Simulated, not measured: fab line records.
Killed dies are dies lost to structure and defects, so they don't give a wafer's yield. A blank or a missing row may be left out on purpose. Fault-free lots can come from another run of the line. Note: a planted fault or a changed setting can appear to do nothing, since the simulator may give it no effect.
Comparing a struck lot with a sound one / flow sky130 / 15 out of 708 route steps
Sound: wafers L423.1, L423.2, L423.4. The struck wafers were L433.1, L433.3, L433.6. Last of all comes the cause.
At each step with rows: each side's tool, then ch and its chambers, then its first start. Under that, the readings that differ: sound wafers / struck wafers / difference of the means / sigmas: that difference in standard deviations of wafers without a fault.
alike: same words and numbers on both sides, and readings whose means sit less than 2 such deviations apart. not compared: any withheld reading, any reading some wafer has no value for, any bound like >300 that may hide the same value, and any number with overlapping values for which the record gives no deviation.
A row with sigmas, a row that says differs or no value, or rows on one side alone: a step with any of these is where the two part. Non-overlapping numbers with no deviation appear without sigmas and do not part them. Lack of a reading on every wafer of one side parts them only where that side has two or more wafers.

first, 5 steps without rows for these wafers: SKY_LDD_N_COAT_02 (resist thk 300 nm); SKY_LDD_N_SOFTBAKE_03 (time 60 s); SKY_LDD_N_EXPOSE_04 (exposes mask NTM, target cd 840 nm); SKY_LDD_N_PEB_05; SKY_LDD_N_DEVELOP_06 (develop time 60 s).
SKY_LDD_N_OVL_MEAS_07:
  sound: overlay-02 at day 18 01:25; struck: overlay-01 at day 21 15:25
  alike: LDD_N_OVL
then, 6 steps without rows for these wafers: SKY_LDD_N_IMPLANT_08; SKY_LDD_N_IMPLANT_09; SKY_LDD_N_IMPLANT_10; SKY_LDD_N_IMPLANT_11; SKY_LDD_N_IMPLANT_12; SKY_LDD_N_IMPLANT_13.
SKY_LDD_N_IMPLANT_14:
  sound on implanter-03 ch 0, day 18 02:21; struck on implanter-01 ch 0, day 21 16:21
reading=rotation-deg (degrees); sound=180.00 180.03 180.01; struck=340.31 340.28 340.29; difference=+160.28; sigmas=+99 or more
  alike: end-station-pressure-torr
after that, 1 step had no rows for these wafers: SKY_LDD_N_IMPLANT_15.
-- a jump in the record: the struck wafers' starts before and after are 27 days apart (it breaks off in module LDD_N and resumes in module PAD_OPEN, where the first step shown is number 708 of the route) --
SKY_PAD_OPEN_PROBE_99:
  sound: prober-02 at day 45 22:58; struck: prober-01 at day 48 08:34
reading=model.etest.nfet_01v8_lvt.vt-sat-v (V); sound=0.5464 0.5372 0.5282; struck=0.5932 0.587 0.5892; difference=+0.0525; sigmas=
reading=model.etest.nfet_01v8.vt-sat-v (V); sound=0.6525 0.6465 0.6428; struck=0.6909 0.6852 0.6832; difference=+0.0392; sigmas=
reading=model.etest.nfet_01v8_swapped.vt-sat-v (V); sound=0.6586 0.6466 0.6444; struck=0.5912 0.5857 0.5872; difference=-0.0618; sigmas=
  alike: killed_at_M0_to_M3, killed_at_M4_up, killed-at-contacts, killed-at-front-end, killed-at-other, killed-dies, killed-on-rim, killed-open, killed-short
  not compared: model.etest.nfet_01v8.off-log10-a-um, model.etest.sram-nfet-pass.vt-sat-v, model.etest.nfet_01v8_lvt.vt-v, model.etest.nfet_01v8.vt-v

== WHERE THEY PART ==
At SKY_LDD_N_IMPLANT_14 and nowhere else, as far as this record goes. Later steps at which nothing parts them and some readings are alike: SKY_PAD_OPEN_PROBE_99.

WHY: what the simulator had put in
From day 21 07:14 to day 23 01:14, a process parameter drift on implanter-01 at SKY_LDD_N_IMPLANT_14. A move of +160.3 in setting rotation-deg, from 180. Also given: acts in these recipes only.
